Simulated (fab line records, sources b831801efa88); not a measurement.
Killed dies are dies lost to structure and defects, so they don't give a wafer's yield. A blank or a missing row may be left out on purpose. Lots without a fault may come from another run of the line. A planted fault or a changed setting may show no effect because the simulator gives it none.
Which tool did it? | flow sky130 | 13 lots, 39 wafers sampled, at 6 steps of a route of 708

WHAT THE GAUGES READ, wafer by wafer
SKY_NWELL_RS_MEAS_31: measures by four-point-probe.
lot  | measured     | on            | PWDE_RS (ohm/sq)
L988 | day 5 10:58  | film_metro-04 | 5292 5309 5272
L989 | day 5 13:20  | film_metro-01 | 5285 5268 5299
L990 | day 5 22:46  | film_metro-04 | 5283 5278 5282
L993 | day 6 11:02  | film_metro-03 | 5252 5261 5240
L995 | day 7 03:50  | film_metro-04 | 5267 5303 5287
L101 | day 8 14:48  | film_metro-04 | 5271 5278 5275
L102 | day 8 19:39  | film_metro-03 | 5241 5250 5272
L104 | day 9 12:05  | film_metro-03 | 5270 5245 5251
L105 | day 9 17:53  | film_metro-01 | 5308 5319 5287
L107 | day 10 04:53 | film_metro-03 | 5290 5261 5298
L108 | day 10 09:36 | film_metro-04 | 5304 5295 5275
L109 | day 10 12:20 | film_metro-03 | 5284 5277 5275
L110 | day 10 19:22 | film_metro-01 | 5298 5281 5277

SKY_VT_ADJUST_PCH_TW_MEAS_10.
lot  | measured     | on            | VT_ADJUST_PCH_TW
L988 | day 10 12:47 | film_metro-04 | 143.0 142.9 142.9
L989 | day 10 15:09 | film_metro-04 | 143.0 143.1 142.7
L990 | day 11 02:09 | film_metro-02 | 142.7 143.5 143.8
L993 | day 11 19:02 | film_metro-03 | 145.1 145.1 145.4
L995 | day 12 16:34 | film_metro-02 | 115.4 115.3 115.6
L101 | day 14 10:23 | film_metro-04 | 142.7 141.9 142.4
L102 | day 14 16:13 | film_metro-04 | 142.8 142.9 143.3
L104 | day 15 13:54 | film_metro-02 | 143.7 142.8 143.8
L105 | day 15 22:08 | film_metro-03 | 145.0 144.1 145.1
L107 | day 16 11:50 | film_metro-02 | 143.5 143.0 143.2
L108 | day 16 16:11 | film_metro-02 | 144.0 142.9 143.9
L109 | day 16 19:53 | film_metro-04 | 141.9 141.6 140.9
L110 | day 17 05:37 | film_metro-03 | 144.6 144.6 144.9

WHICH TOOL RAN EACH LOT (tool, then ch and the chambers of the sampled wafers, then the start)
lot  | SKY_NWELL_STRIP_25                   | SKY_NWELL_RTA_28                 | SKY_VT_ADJUST_HVTR_STRIP_10          | SKY_VT_ADJUST_PCH_STRIP_09
L988 | plasma_asher-03 ch 0,1, day 5 10:25  | rtp_anneal-02 ch 0, day 5 10:38  | plasma_asher-03 ch 0,1, day 9 14:48  | plasma_asher-04 ch 0,1, day 10 12:41
L989 | plasma_asher-04 ch 0,1, day 5 12:46  | rtp_anneal-01 ch 0, day 5 12:59  | plasma_asher-03 ch 0,1, day 9 17:05  | plasma_asher-04 ch 0,1, day 10 15:02
L990 | plasma_asher-01 ch 0,1, day 5 22:13  | rtp_anneal-01 ch 0, day 5 22:25  | plasma_asher-01 ch 0,1, day 10 04:32 | plasma_asher-02 ch 0,1, day 11 02:04
L993 | plasma_asher-01 ch 0,1, day 6 10:29  | rtp_anneal-02 ch 0, day 6 10:41  | plasma_asher-03 ch 0,1, day 10 19:15 | plasma_asher-03 ch 0,1, day 11 18:56
L995 | plasma_asher-03 ch 0,1, day 7 03:17  | rtp_anneal-02 ch 0, day 7 03:29  | plasma_asher-01 ch 0,1, day 11 16:31 | plasma_asher-03 ch 0,1, day 12 16:28
L101 | plasma_asher-03 ch 0,1, day 8 14:14  | rtp_anneal-01 ch 0, day 8 14:27  | plasma_asher-04 ch 0,1, day 13 08:41 | plasma_asher-04 ch 0,1, day 14 10:17
L102 | plasma_asher-04 ch 0,1, day 8 19:05  | rtp_anneal-02 ch 0, day 8 19:18  | plasma_asher-04 ch 0,1, day 13 13:43 | plasma_asher-02 ch 0,1, day 14 16:07
L104 | plasma_asher-04 ch 0,1, day 9 11:32  | rtp_anneal-02 ch 0, day 9 11:44  | plasma_asher-03 ch 0,1, day 14 10:44 | plasma_asher-03 ch 0,1, day 15 13:49
L105 | plasma_asher-04 ch 0, day 9 17:19    | rtp_anneal-01 ch 0, day 9 17:33  | plasma_asher-04 ch 0,1, day 14 19:06 | plasma_asher-04 ch 0,1, day 15 22:01
L107 | plasma_asher-03 ch 0,1, day 10 04:19 | rtp_anneal-01 ch 0, day 10 04:32 | plasma_asher-01 ch 0,1, day 15 07:26 | plasma_asher-02 ch 0, day 16 11:43
L108 | plasma_asher-01 ch 0,1, day 10 09:02 | rtp_anneal-01 ch 0, day 10 09:16 | plasma_asher-04 ch 0,1, day 15 13:02 | plasma_asher-03 ch 0,1, day 16 16:04
L109 | plasma_asher-03 ch 0,1, day 10 11:41 | rtp_anneal-02 ch 0, day 10 11:53 | plasma_asher-01 ch 0,1, day 15 16:08 | plasma_asher-04 ch 0,1, day 16 19:47
L110 | plasma_asher-03 ch 0,1, day 10 18:46 | rtp_anneal-01 ch 0, day 10 18:58 | plasma_asher-01 ch 0,1, day 16 00:31 | plasma_asher-04 ch 1, day 17 05:31
- SKY_NWELL_STRIP_25: strips in O2/N2.
- SKY_NWELL_RTA_28: time 30 s.
- SKY_VT_ADJUST_HVTR_STRIP_10: strips in O2/N2.
- SKY_VT_ADJUST_PCH_STRIP_09: strips in O2/N2.

WHAT THE TOOLS THEMSELVES READ (means of the sampled wafers that have a number; where no wafer has one, the mark that the record gives instead)
SKY_NWELL_STRIP_25.
lot  | tool            | drypump_motor_current_A (A) | oes_product_au (a.u.) | strip_time_to_endpoint_s (s)
L988 | plasma_asher-03 | 5.7                         | 0.726                 | 36.94
L989 | plasma_asher-04 | 5.4                         | 0.724                 | 36.95
L990 | plasma_asher-01 | 5.8                         | 0.726                 | 37.05
L993 | plasma_asher-01 | 5.8                         | 0.722                 | 36.97
L995 | plasma_asher-03 | 5.4                         | 0.723                 | 36.72
L101 | plasma_asher-03 | 5.4                         | 0.721                 | 36.82
L102 | plasma_asher-04 | 5.4                         | 0.720                 | 36.98
L104 | plasma_asher-04 | 5.3                         | 0.721                 | 36.78
L105 | plasma_asher-04 | 5.4                         | 0.726                 | 36.95
L107 | plasma_asher-03 | 5.7                         | 0.723                 | 36.87
L108 | plasma_asher-01 | 5.8                         | 0.720                 | 37.03
L109 | plasma_asher-03 | 5.7                         | 0.723                 | 36.99
L110 | plasma_asher-03 | 5.4                         | 0.724                 | 36.97

SKY_NWELL_RTA_28.
lot  | tool          | lamp_power_pct (%) | ramp_down_c_per_s | wafer_temp_C_max
L988 | rtp_anneal-02 | 25.32              | 89.998            | 1054.7
L989 | rtp_anneal-01 | 25.29              | 90.000            | 1054.8
L990 | rtp_anneal-01 | 25.34              | 90.009            | 1054.0
L993 | rtp_anneal-02 | 25.29              | 89.996            | 1055.5
L995 | rtp_anneal-02 | 25.25              | 90.015            | 1054.6
L101 | rtp_anneal-01 | 25.32              | 89.993            | 1055.0
L102 | rtp_anneal-02 | 25.31              | 90.003            | 1053.4
L104 | rtp_anneal-02 | 25.29              | 90.001            | 1054.8
L105 | rtp_anneal-01 | 25.32              | 90.012            | 1054.9
L107 | rtp_anneal-01 | 25.31              | 90.008            | 1053.8
L108 | rtp_anneal-01 | 25.33              | 89.995            | 1055.2
L109 | rtp_anneal-02 | 25.22              | 90.017            | 1055.7
L110 | rtp_anneal-01 | 25.31              | 89.988            | 1054.1

SKY_VT_ADJUST_HVTR_STRIP_10.
lot  | tool            | drypump_motor_current_A (A) | oes_product_au (a.u.) | strip_time_to_endpoint_s (s)
L988 | plasma_asher-03 | 5.4                         | 0.712                 | 14.12
L989 | plasma_asher-03 | 5.3                         | 0.715                 | 14.12
L990 | plasma_asher-01 | 5.8                         | 0.718                 | 14.17
L993 | plasma_asher-03 | 5.4                         | 0.716                 | 14.14
L995 | plasma_asher-01 | 5.7                         | 0.955                 | -
L101 | plasma_asher-04 | 5.3                         | 0.718                 | 14.20
L102 | plasma_asher-04 | 5.4                         | 0.720                 | 14.17
L104 | plasma_asher-03 | 5.7                         | 0.713                 | 14.16
L105 | plasma_asher-04 | 5.4                         | 0.720                 | 14.20
L107 | plasma_asher-01 | 5.8                         | 0.720                 | 14.21
L108 | plasma_asher-04 | 5.3                         | 0.716                 | 14.14
L109 | plasma_asher-01 | 5.8                         | 0.716                 | 14.12
L110 | plasma_asher-01 | 5.8                         | 0.717                 | 14.15

SKY_VT_ADJUST_PCH_STRIP_09.
lot  | tool            | drypump_motor_current_A (A) | oes_product_au (a.u.) | strip_time_to_endpoint_s (s)
L988 | plasma_asher-04 | 5.4                         | 0.727                 | 36.85
L989 | plasma_asher-04 | 5.3                         | 0.722                 | 36.86
L990 | plasma_asher-02 | 4.8                         | 0.724                 | 36.93
L993 | plasma_asher-03 | 5.8                         | 0.722                 | 36.93
L995 | plasma_asher-03 | 5.7                         | 0.722                 | 37.91
L101 | plasma_asher-04 | 5.4                         | 0.723                 | 36.85
L102 | plasma_asher-02 | 4.8                         | 0.723                 | 36.90
L104 | plasma_asher-03 | 5.7                         | 0.726                 | 36.99
L105 | plasma_asher-04 | 5.4                         | 0.720                 | 37.03
L107 | plasma_asher-02 | 4.8                         | 0.724                 | 36.90
L108 | plasma_asher-03 | 5.3                         | 0.721                 | 37.03
L109 | plasma_asher-04 | 5.4                         | 0.725                 | 37.06
L110 | plasma_asher-04 | 5.3                         | 0.722                 | 36.77

THE ANSWER, worked out from the rows above alone
Rule: what is usual is taken from the lots themselves. Put in order of their means at a reading, lots are off if they are a third of the lots or fewer, leave a main group of 4 or more, and stand apart from it by a gap of 3 or more times the standard deviation of the main group's means; of several such gaps the widest counts. A main group whose means are all the same, to the digits that the tables above print for the reading, isn't used. A lot without any number at a reading at which 4 lots or more have one is off too. The other lots that the step has rows for count as sound. The gauges are gone through in route order, then the tools' own readings, and for those a lot's mean is taken as printed above. The first step at which some lot is off is used, and at that step the reading that is off furthest; a lot without a number counts as furthest.
Off: L995, at SKY_VT_ADJUST_PCH_TW_MEAS_10 (VT_ADJUST_PCH_TW). The main group: mean 143.4, standard deviation 1.
A tool fits if, at a process step before that reading, it ran every lot that is off, and no sound lot after the first of them. The gauges at SKY_VT_ADJUST_PCH_TW_MEAS_10 aren't tried: what is off there is off at SKY_VT_ADJUST_HVTR_STRIP_10 too, on other tools, and a gauge's error can't cause that. None of those tried fits.

WHAT THE SIMULATOR HAD PUT IN
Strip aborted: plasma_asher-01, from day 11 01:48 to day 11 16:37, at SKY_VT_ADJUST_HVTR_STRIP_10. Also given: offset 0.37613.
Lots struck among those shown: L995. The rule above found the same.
